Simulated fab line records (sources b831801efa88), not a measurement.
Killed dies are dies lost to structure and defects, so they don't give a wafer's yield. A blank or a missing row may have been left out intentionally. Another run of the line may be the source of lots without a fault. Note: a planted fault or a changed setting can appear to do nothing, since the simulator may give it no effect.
fab line records	flow sky130
record lots=6	wafers=18	lastDay=50
route steps=708 shown CAP2M@616 METAL4@621 PAD_OPEN@708
lots untouched by any fault: they come from a run of this same line in which no faults occurred
startH: start of the lot's first displayed wafer, in hours after the record's first day	waitH: how many hours have passed since the lot's step before this one	" identical to the entry in the row above	L1.1+2: a row that stands for several wafers	- either no value or no given start	* or withheld: withheld	< > ~ a bound
route shown NAME@n: NAME is a module with steps in the file, n the number in the route of the first one	usual: mean/standard deviation taken from wafers without a fault	same: alike in all rows	chamber/n: place in a boat	sites: per-site readings	_std_site: how widely they spread, as a standard deviation	_edge_site: the outer-site mean with the inner-site mean subtracted	radiusMm: for every site, how far away it sits from the centre of the wafer	mask NAME#n: copy n	behind: the tool/chamber that last shaped the wafer	hold: cause of the lot's hold/its duration in hours/its outcome	device: which transistor (n, p or np) failed to switch	end of line: tests run on the same wafers once the route is complete	a step without rows: its recipe alone	killed: dies that structure and defects cost at the first sort, which is not the same as the wafer's yield	map: shows each die of a wafer: x if killed, . if not, _ if none is there
set.NAME: the run value of the setting; set.NAME@STEP: its run value at that earlier step	model.NAME: the simulator's own value behind a step, which no gauge read
lots at selected steps of the route; one table per step, one row per wafer
services: from which hour (startH, from the record's first day; less than 0 if before it) a tool's chamber was out of use, for how many hours, and why
## steps
# step SKY_CAP2M_METAL_ETCH_13
# recipe targetDepthNm=220	stopOn=SiO2	chemistry=Cl2/BCl3	target=TiN	pressureMtorr=10	icpW=900	biasW=48.5	Cl2_flow_sccm=60	bcl3FlowSccm=30	timeS=62.9
# usual drypumpMotorCurrentA=5.7/0.65	heBacksideLeakSccm=3.4/0.38	mfcCl2Sccm=60.02/0.2	oesProductAu=0.940/0.0066	throttleValvePct=21.902/0.0092
lot.wafer	tool	chamber	startH	waitH	drypumpMotorCurrentA	heBacksideLeakSccm	mfcCl2Sccm	oesProductAu	rfHoursCounterH	throttleValvePct
L146.1	rieMetal-01	0	1007.93	0.0	5.9	3.0	60.24	0.935	14	21.896
L146.2	"	1	"	"	6.5	3.0	60.02	0.936	13	21.906
L146.6	"	1	"	"	6.5	3.1	60.00	0.930	-	21.916
L147.1	rieMetal-01	0	1015.01	0.0	5.9	3.1	59.90	0.951	15	21.889
L147.3	"	0	"	"	5.9	3.0	60.01	0.941	-	21.889
L147.6	"	0	"	"	5.9	3.0	60.09	0.939	-	21.896
L153.1	rieMetal-02	1	1053.63	0.0	5.3	3.5	60.07	0.945	1	21.906
L153.3	"	1	"	"	5.3	3.6	59.99	0.954	-	21.909
L153.5	"	0	"	"	6.3	3.3	59.67	0.939	-	21.905
L159.4	rieMetal-01	1	1093.46	0.0	6.5	3.2	59.99	0.947	-	21.911
L159.5	"	1	"	"	6.5	3.2	60.24	0.935	-	21.895
L159.6	"	0	"	"	5.9	3.1	60.01	0.947	-	21.890
L161.1	rieMetal-04	0	1097.36	0.0	5.1	3.4	59.56	0.943	17	21.896
L161.2	"	1	"	"	4.7	3.6	60.06	0.938	13	21.907
L161.6	"	0	"	"	5.1	3.4	60.29	0.935	-	21.911
L162.3	rieMetal-04	0	1102.06	0.0	5.1	5.0	59.67	0.936	-	21.906
L162.4	"	1	"	"	4.8	3.5	59.82	0.942	-	21.893
L162.5	"	1	"	"	4.8	3.5	59.87	0.947	-	21.903
# step SKY_CAP2M_STRIP_14
# recipe chemistry=O2/N2	powerW=1400	pressureMtorr=1500	platenTempC=withheld	o2FlowSccm=3000	n2FlowSccm=300	overashFraction=0.5
# usual drypumpMotorCurrentA=5.9/0.43	n2FlowSccm=300.2/0.82	oesProductAu=0.711/0.0045	stripTimeToEndpointS=12.66/0.043
lot.wafer	tool	chamber	startH	waitH	drypumpMotorCurrentA	n2FlowSccm	oesProductAu	rfHoursCounterH	stripTimeToEndpointS
L146.1	plasmaAsher-04	0	1008.01	0.1	6.2	299.7	0.718	84	12.63
L146.2	"	1	"	"	6.3	299.8	0.707	84	12.61
L146.6	"	0	"	"	6.1	300.1	0.715	-	12.57
L147.1	plasmaAsher-04	1	1015.09	0.1	6.3	298.7	0.709	85	12.72
L147.3	"	1	"	"	6.3	299.2	0.711	-	12.69
L147.6	"	0	"	"	6.2	299.3	0.720	-	12.70
L153.1	plasmaAsher-02	1	1053.71	0.1	5.0	301.6	0.704	31	12.66
L153.3	"	1	"	"	5.1	299.3	0.708	-	12.62
L153.5	"	0	"	"	6.4	300.5	0.708	-	12.65
L159.4	plasmaAsher-04	1	1093.54	0.1	6.3	300.3	0.708	-	12.60
L159.5	"	1	"	"	6.2	300.3	0.707	-	12.60
L159.6	"	0	"	"	6.1	300.6	0.711	-	12.67
L161.1	plasmaAsher-03	0	1097.44	0.1	5.7	299.7	0.708	66	12.67
L161.2	"	1	"	"	5.9	300.1	0.718	66	12.66
L161.6	"	0	"	"	5.7	300.2	0.720	-	12.60
L162.3	plasmaAsher-02	0	1102.14	0.1	6.4	300.3	0.710	-	12.60
L162.4	"	1	"	"	5.1	298.5	0.716	-	12.64
L162.5	"	1	"	"	5.1	299.0	0.707	-	12.66
# step SKY_CAP2M_STRIP_15
# recipe chemistry=postEtchResidueRemover	timeS=1200	tempC=72.5
# step SKY_CAP2M_CLEAN_16
# recipe chemistry=IPA	timeS=180	tempC=25
# step SKY_CAP2M_CLEAN_17
# recipe chemistry=O3/DIW	dry=n2Spin
# step SKY_METAL4_DEHYDRATE_05
# recipe tempC=200	timeS=60
# step SKY_METAL4_HMDS_06
# recipe primeTimeS=60	primeTempC=120
# step SKY_METAL4_COAT_07
# recipe resist=BARC	tempC=withheld	timeS=withheld	spinRpm=3000	resistThkNm=60
# step SKY_METAL4_COAT_08
# recipe resist=KrF-thick	spinRpm=3000	resistThkNm=1140
# step SKY_METAL4_SOFTBAKE_09
# recipe tempC=100	timeS=90	resist=KrF-thick
# step SKY_METAL4_EXPOSE_10
# recipe maskId=MM4	na=0.68	sourceShape=annular	sigmaInner=0.4	sigmaOuter=0.8	targetCdNm=300	doseMj=28
# step SKY_METAL4_PEB_11
# recipe pebTempC=withheld	pebTimeS=withheld	resist=KrF-thick
# step SKY_METAL4_DEVELOP_12
# recipe developTimeS=60	resist=KrF-thick	devTempC=21
# usual developerTempC=20.98/0.12	exhaustPa=45.1/0.95
lot.wafer	tool	chamber	startH	waitH	developerTempC	exhaustPa
L146.1	lithoTrack-03	0	1031	-	21.02	45.2
L146.2	"	0	"	"	20.91	44.2
L146.6	"	0	"	"	20.95	46.2
L147.1	lithoTrack-03	0	1037	-	21.14	44.5
L147.3	"	0	"	"	20.97	45.3
L147.6	"	0	1038	-	21.14	45.7
L153.1	lithoTrack-01	0	1074	-	21.17	44.5
L153.3	"	0	"	"	21.27	45.8
L153.5	"	0	"	"	21.23	44.9
L159.4	lithoTrack-01	0	1113	-	21.04	45.0
L159.5	"	0	"	"	21.05	44.6
L159.6	"	0	"	"	20.94	46.2
L161.1	lithoTrack-03	0	1118	-	21.70	44.3
L161.2	"	0	"	"	21.66	44.2
L161.6	"	0	"	"	21.60	46.2
L162.3	lithoTrack-03	0	1122	-	21.61	45.4
L162.4	"	0	"	"	21.60	45.0
L162.5	"	0	"	"	21.84	43.6
# step SKY_METAL4_CD_MEAS_13
# recipe targetCdNm=300
# usual cdNm=299.3/1.2
lot.wafer	tool	chamber	startH	waitH	cdNm
L146.1	cdSem-02	-	1031.25	-	298.8
L146.2	"	-	"	"	298.7
L146.6	"	-	"	"	300.2
L147.1	cdSem-01	-	1038.10	-	299.8
L147.3	"	-	"	"	299.5
L147.6	"	-	"	"	299.7
L153.1	cdSem-01	-	1074.86	-	299.6
L153.3	"	-	"	"	297.8
L153.5	"	-	"	"	298.9
L159.4	cdSem-02	-	1113.89	-	299.9
L159.5	"	-	"	"	300.1
L159.6	"	-	"	"	299.4
L161.1	cdSem-01	-	1118.25	-	298.3
L161.2	"	-	"	"	297.8
L161.6	"	-	"	"	296.8
L162.3	cdSem-02	-	1122.74	-	298.2
L162.4	"	-	"	"	300.4
L162.5	"	-	"	"	298.6
# step SKY_PAD_OPEN_PROBE_99
# usual defectLimitedYield=82.5/1.7	killed_at_M0_to_M3=43/6.7	killed_at_M4_up=3.2/1.8	killedAtContacts=24/4.8	killedAtFrontEnd=16/4.2	killedAtOther=0.3/0.56	killedDies=86/8.5	killedOnRim=17/3.9	killedOpen=47/6.7	killedShort=39/6	sort_bin_3_pad_short=0.9/0.45	sort_bin_5_function=10.3/1.6	sort_bin_6_memory=6.3/1	sortNPass=406/8.5	sortYieldPct=82.5/1.7
# same grossDies=492	killedAtBackSide=0	sort_bin_4_leakage[%]=0	sort_bin_8_speed[%]=0
lot.wafer	tool	chamber	startH	waitH	defectLimitedYield[%]	killed_at_M0_to_M3	killed_at_M4_up	killedAtContacts	killedAtFrontEnd	killedAtOther	killedDies	killedOnRim	killedOpen	killedShort	sort_bin_3_pad_short[%]	sort_bin_5_function[%]	sort_bin_6_memory[%]	sortNPass	sortYieldPct[%]
L146.1	prober-02	-	1120.90	0.1	80.7	45	5	26	19	0	95	20	49	46	0.8	12.4	6.1	397	80.7
L146.2	prober-02	-	1120.95	0.1	83.3	45	2	21	14	0	82	17	46	36	1.0	7.1	8.5	410	83.3
L146.6	prober-02	-	1121.15	0.2	83.5	43	2	22	14	0	81	8	48	33	0.6	9.3	6.5	411	83.5
L147.1	prober-01	-	1126.85	0.1	83.9	47	1	19	12	0	79	12	41	38	0.4	10.0	5.7	413	83.9
L147.3	prober-01	-	1126.95	0.2	83.9	42	5	24	8	0	79	20	46	33	0.4	9.8	5.9	413	83.9
L147.6	prober-01	-	1127.10	0.2	81.7	50	10	22	8	0	90	17	56	34	0.6	11.2	6.5	402	81.7
L153.1	prober-01	-	1159.06	0.1	84.6	43	5	15	13	0	76	14	35	41	0.6	8.7	6.1	416	84.6
L153.3	prober-01	-	1159.16	0.2	84.6	29	2	32	13	0	76	21	43	33	0.6	8.5	6.3	416	84.6
L153.5	prober-01	-	1159.26	0.2	83.3	38	2	26	16	0	82	22	48	34	0.4	10.6	5.7	410	83.3
L159.4	prober-01	-	1191.06	0.2	80.5	58	4	22	12	0	96	18	56	40	1.0	11.4	7.1	396	80.5
L159.5	prober-01	-	1191.11	0.2	83.7	44	3	20	13	0	80	14	42	38	0.2	10.8	5.3	412	83.7
L159.6	prober-01	-	1191.16	0.2	80.9	43	2	24	25	0	94	20	51	42	1.2	12.6	5.3	398	80.9
L161.1	prober-01	-	1193.86	0.1	83.9	43	3	21	12	0	79	11	38	41	0.6	8.1	7.3	413	83.9
L161.2	prober-01	-	1193.91	0.1	82.5	41	4	23	17	1	86	19	53	33	0.6	8.1	8.7	406	82.5
L161.6	prober-01	-	1194.11	0.2	82.7	45	3	26	11	0	85	13	38	47	1.0	10.6	5.7	407	82.7
L162.3	prober-02	-	1197.93	0.2	83.1	42	4	20	17	0	83	19	51	31	1.2	12.0	3.7	409	83.1
L162.4	prober-02	-	1197.98	0.2	79.7	45	6	24	25	0	100	23	52	47	1.2	10.2	8.9	392	79.7
L162.5	prober-02	-	1198.03	0.2	83.1	42	3	24	14	0	83	18	43	39	1.2	10.6	5.1	409	83.1
# killed by level:class
L146.1 VIA1:geometricParticle:open=14 CONTACT:geometricParticle:open=8 LOCAL_INTERCONNECT:geometricParticle:short=7 SPACER:geometricParticle:short=6 LI_CONTACT:geometricParticle:open=6 VIA3:geometricParticle:open=6 FIELD_ISO:geometricParticle:open=5 POLY_GATE:geometricParticle:short=5
L146.2 VIA2:geometricParticle:open=12 VIA1:geometricParticle:open=10 CONTACT:geometricParticle:open=6 VIA3:geometricParticle:open=6 LI_CONTACT:geometricParticle:open=5 METAL1:geometricParticle:short=5 METAL3:geometricParticle:short=5 POLY_GATE:geometricParticle:short=4
L146.6 LI_CONTACT:geometricParticle:open=10 VIA1:geometricParticle:open=9 METAL2:geometricParticle:short=8 VIA3:geometricParticle:open=7 VIA2:geometricParticle:open=6 VIA1:geometricParticle:short=5 POLY_GATE:geometricParticle:open=5 METAL1:geometricParticle:short=5
L147.1 VIA1:geometricParticle:open=11 CONTACT:geometricParticle:open=8 VIA1:geometricParticle:short=8 METAL1:geometricParticle:short=7 METAL2:geometricParticle:short=5 LI_CONTACT:geometricParticle:open=4 LI_CONTACT:geometricParticle:short=4 VIA3:geometricParticle:open=4
L147.3 VIA1:geometricParticle:open=9 LI_CONTACT:geometricParticle:open=8 VIA3:geometricParticle:open=7 CONTACT:geometricParticle:open=7 VIA2:geometricParticle:open=7 VIA1:geometricParticle:short=6 LOCAL_INTERCONNECT:geometricParticle:short=4 METAL1:geometricParticle:short=4
L147.6 VIA3:geometricParticle:open=16 VIA1:geometricParticle:open=12 CONTACT:geometricParticle:open=11 METAL4:geometricParticle:short=9 LI_CONTACT:geometricParticle:open=6 VIA2:geometricParticle:open=5 METAL2:geometricParticle:short=4 CONTACT:geometricParticle:short=3
L153.1 VIA1:geometricParticle:open=9 METAL1:geometricParticle:short=6 FIELD_ISO:geometricParticle:short=5 METAL2:geometricParticle:short=5 LI_CONTACT:geometricParticle:open=5 VIA2:geometricParticle:short=5 CONTACT:geometricParticle:open=4 CONTACT:geometricParticle:short=4
L153.3 CONTACT:geometricParticle:short=8 FIELD_ISO:geometricParticle:open=7 LI_CONTACT:geometricParticle:open=7 CONTACT:geometricParticle:open=7 VIA1:geometricParticle:open=6 LOCAL_INTERCONNECT:geometricParticle:short=5 LI_CONTACT:geometricParticle:short=4 VIA3:geometricParticle:open=4
L153.5 VIA1:geometricParticle:open=9 CONTACT:geometricParticle:open=7 LI_CONTACT:geometricParticle:open=6 CONTACT:geometricParticle:short=6 VIA3:geometricParticle:open=6 FIELD_ISO:geometricParticle:open=5 POLY_GATE:geometricParticle:open=5 VIA2:geometricParticle:open=5
L159.4 VIA1:geometricParticle:open=14 VIA2:geometricParticle:open=12 VIA1:geometricParticle:short=10 LI_CONTACT:geometricParticle:open=7 VIA3:geometricParticle:open=6 POLY_GATE:geometricParticle:short=5 LOCAL_INTERCONNECT:geometricParticle:short=5 CONTACT:geometricParticle:open=5
L159.5 VIA1:geometricParticle:open=12 CONTACT:geometricParticle:open=8 VIA2:geometricParticle:open=7 FIELD_ISO:geometricParticle:open=5 METAL2:geometricParticle:short=5 VIA2:geometricParticle:short=5 LI_CONTACT:geometricParticle:open=4 FIELD_ISO:geometricParticle:short=3
L159.6 VIA1:geometricParticle:open=12 FIELD_ISO:geometricParticle:short=7 POLY_GATE:geometricParticle:open=7 POLY_GATE:geometricParticle:short=7 VIA3:geometricParticle:open=7 VIA2:geometricParticle:open=6 LOCAL_INTERCONNECT:geometricParticle:short=6 VIA1:geometricParticle:short=6
L161.1 VIA1:geometricParticle:open=14 METAL1:geometricParticle:short=9 LI_CONTACT:geometricParticle:open=7 METAL2:geometricParticle:short=5 POLY_GATE:geometricParticle:short=5 LOCAL_INTERCONNECT:geometricParticle:short=5 CONTACT:geometricParticle:open=5 VIA2:geometricParticle:short=4
L161.2 VIA1:geometricParticle:open=9 VIA2:geometricParticle:open=7 VIA3:geometricParticle:open=7 CONTACT:geometricParticle:open=6 FIELD_ISO:geometricParticle:open=5 LI_CONTACT:geometricParticle:open=5 LOCAL_INTERCONNECT:geometricParticle:short=5 CONTACT:geometricParticle:short=4
L161.6 VIA1:geometricParticle:open=12 VIA1:geometricParticle:short=10 LOCAL_INTERCONNECT:geometricParticle:short=10 LI_CONTACT:geometricParticle:open=7 CONTACT:geometricParticle:open=6 METAL2:geometricParticle:short=5 POLY_GATE:geometricParticle:open=4 METAL3:geometricParticle:short=4
L162.3 CONTACT:geometricParticle:open=10 VIA1:geometricParticle:open=9 VIA2:geometricParticle:open=8 VIA3:geometricParticle:open=7 FIELD_ISO:geometricParticle:short=5 VIA3:geometricParticle:short=5 VIA2:geometricParticle:short=4 LI_CONTACT:geometricParticle:open=4
L162.4 CONTACT:geometricParticle:open=9 VIA1:geometricParticle:open=9 VIA2:geometricParticle:open=8 FIELD_ISO:geometricParticle:short=7 LOCAL_INTERCONNECT:geometricParticle:short=7 VIA1:geometricParticle:short=7 LI_CONTACT:geometricParticle:open=6 METAL4:geometricParticle:short=5
L162.5 CONTACT:geometricParticle:open=10 VIA2:geometricParticle:open=7 VIA1:geometricParticle:open=7 METAL3:geometricParticle:short=7 LI_CONTACT:geometricParticle:open=5 FIELD_ISO:geometricParticle:short=4 CONTACT:geometricParticle:short=4 METAL1:geometricParticle:short=4
## services
tool	chamber	startH	hours	kind
plasmaAsher-03	-	1011.69	3.7	repair
rieMetal-01	-	1030.40	2.8	pm
rieMetal-02	1	1030.46	-	clean
rieMetal-02	1	1030.46	18.7	scheduledDown
rieMetal-02	1	1030.46	18.7	ventCycle
rieMetal-04	-	1032.98	2.8	pm
plasmaAsher-03	-	1040.95	2.7	repair
plasmaAsher-04	-	1085.82	2.8	pm
## key
firstSign step=SKY_METAL4_DEVELOP_12	reading=developerTempC	direction=up	sigmas=5.7	usual=*	struck=*
effect none on later readings
metAt SKY_METAL4_DEVELOP_12
struckWafers L161.1,L161.2,L161.6,L162.3,L162.4,L162.5
onsetBetween 1037 1118
fault kind=processParameterDrift	tool=lithoTrack-03	chamber=-	onsetH=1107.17	steps=SKY_METAL4_DEVELOP_12	channel=devTempC	offset=*	shape=step	endH=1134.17	actsIn=*	stated=*
